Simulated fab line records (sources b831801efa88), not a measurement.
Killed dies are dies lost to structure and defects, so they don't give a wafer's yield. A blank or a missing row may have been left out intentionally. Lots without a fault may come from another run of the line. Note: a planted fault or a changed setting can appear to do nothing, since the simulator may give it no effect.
Which of the tools did it? | flow gf180mcu | Sampling: 14 lots, 42 wafers, 3 of 602 route steps

WHAT THE GAUGES READ, wafer by wafer
GF_STI_CD_MEAS_12: target cd 220 nm. Usual: 220.4 nm for cd-nm, sd 1.1.
lot  | measured    | on        | cd-nm (nm)        | flag
L728 | day 2 01:06 | cd-sem-02 | 222.8 221.1 221.4 |
L729 | day 2 06:21 | cd-sem-01 | 220.8 220.0 220.3 |
L731 | day 2 17:51 | cd-sem-02 | 220.9 220.5 221.0 |
L733 | day 3 03:35 | cd-sem-01 | 222.3 221.6 221.3 |
L735 | day 3 13:58 | cd-sem-01 | 218.1 218.5 217.9 |
L736 | day 3 18:53 | cd-sem-02 | 219.4 219.2 218.8 |
L737 | day 3 23:50 | cd-sem-01 | 221.7 220.8 220.7 |
L738 | day 4 05:29 | cd-sem-01 | 220.4 220.1 220.1 |
L739 | day 4 10:08 | cd-sem-01 | 220.6 219.4 218.4 |
L740 | day 4 15:17 | cd-sem-01 | 220.0 220.3 221.1 |
L741 | day 4 19:24 | cd-sem-01 | 219.8 220.2 219.5 |
L742 | day 5 01:08 | cd-sem-02 | 218.2 218.5 219.4 |
L745 | day 5 16:25 | cd-sem-01 | 219.6 218.7 220.4 |
L750 | day 6 19:34 | cd-sem-01 | 220.7 220.3 219.8 |

GF_NWELL_TW_MEAS_11. Usual: NWELL_TW 1579, standard deviation 19.
lot  | measured    | on            | NWELL_TW       | flag
L728 | day 3 07:13 | film-metro-02 | 1556 1556 1552 |
L729 | day 3 14:44 | film-metro-03 | 1598 1595 1598 |
L731 | day 4 00:38 | film-metro-04 | 1588 1575 1590 |
L733 | day 4 10:25 | film-metro-04 | 1576 1572 1583 |
L735 | day 4 20:40 | film-metro-04 | 1594 1583 1584 |
L736 | day 5 04:12 | film-metro-03 | 1597 1587 1586 |
L737 | day 5 09:20 | film-metro-04 | 1587 1578 1579 |
L738 | day 5 14:42 | film-metro-04 | 1578 1583 1578 |
L739 | day 5 23:05 | film-metro-02 | 1550 1546 1541 |
L740 | day 6 03:10 | film-metro-03 | 1596 1601 1597 |
L741 | day 6 06:55 | film-metro-02 | 1549 1536 1538 |
L742 | day 6 12:22 | film-metro-02 | 1546 1546 1539 |
L745 | day 7 04:04 | film-metro-04 | 1584 1573 1570 |
L750 | day 8 14:07 | film-metro-04 | 1579 1569 1588 |

WHAT TOOL EACH LOT RAN ON (gives the tool, then ch and the chambers of the sampled wafers, and finally the start)
lot  | GF_STI_WET_ETCH_17
L728 | wet-bench-04 ch 0, day 2 01:28
L729 | wet-bench-04 ch 1, day 2 06:42
L731 | wet-bench-02 ch 3, day 2 18:11
L733 | wet-bench-02 ch 3, day 3 03:58
L735 | wet-bench-02 ch 1, day 3 14:21
L736 | wet-bench-02 ch 1, day 3 19:15
L737 | wet-bench-02 ch 0, day 4 00:14
L738 | wet-bench-02 ch 1, day 4 05:50
L739 | wet-bench-02 ch 3, day 4 10:31
L740 | wet-bench-02 ch 0, day 4 15:40
L741 | wet-bench-03 ch 1, day 4 19:45
L742 | wet-bench-02 ch 1, day 5 01:30
L745 | wet-bench-04 ch 1, day 5 16:49
L750 | wet-bench-04 ch 1, day 6 19:58
- GF_STI_WET_ETCH_17: etches Si3N4 in H3PO4, target depth 45 nm, time 514 s.

WHAT THE TOOLS THEMSELVES READ (means of the sampled wafers that have a number; where no wafer has one, the mark that the record gives instead)
GF_STI_WET_ETCH_17. Usual: 542 s for run-length-s, sd 3.5.
lot  | tool         | run-length-s (s) | flag
L728 | wet-bench-04 | 540              |
L729 | wet-bench-04 | 539              |
L731 | wet-bench-02 | 542              |
L733 | wet-bench-02 | 541              |
L735 | wet-bench-02 | 540              |
L736 | wet-bench-02 | 539              |
L737 | wet-bench-02 | 540              |
L738 | wet-bench-02 | 539              |
L739 | wet-bench-02 | 542              |
L740 | wet-bench-02 | 1030             | OFF
L741 | wet-bench-03 | 547              |
L742 | wet-bench-02 | 1029             | OFF
L745 | wet-bench-04 | 540              |
L750 | wet-bench-04 | 547              |

THE ANSWER, worked out from the rows above alone
Rule: take the mean of a lot's wafers that have a number; if it is more than 3 standard deviations from the usual mean, the lot is off. Also off: a lot with no number at a reading for which 4 or more lots have one. All remaining lots with rows at the step are treated as sound. Order of review: gauges by route order, followed by the tools' own readings, for which a lot's mean as printed above is used. The first step at which some lot is off is used, and at that step the reading that is off furthest; a lot without a number counts as furthest.
Off: L740, L742, at GF_STI_WET_ETCH_17 (run-length-s).
A tool fits if, at that step or a process step before it, it ran every lot that is off, and no sound lot after the first of them. One fits: wet-bench-02 at GF_STI_WET_ETCH_17. A fault onset in the window from L739 (day 4 10:31, its last sound lot) to L740 (day 4 15:40, its first lot off) fits.
On the lots that are off, the tool's own readings at GF_STI_WET_ETCH_17 differ by more than 5 times the standard deviation of the sound lots' means, which bears it out; run-length-s reads 1030 s there versus 541 s on the sound lots.

WHAT HAD BEEN PUT IN BY THE SIMULATOR
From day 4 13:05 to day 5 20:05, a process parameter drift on wet-bench-02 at GF_STI_WET_ETCH_17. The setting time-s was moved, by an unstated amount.
Struck lots among those shown: L740, L742. The same result came from the rule above.
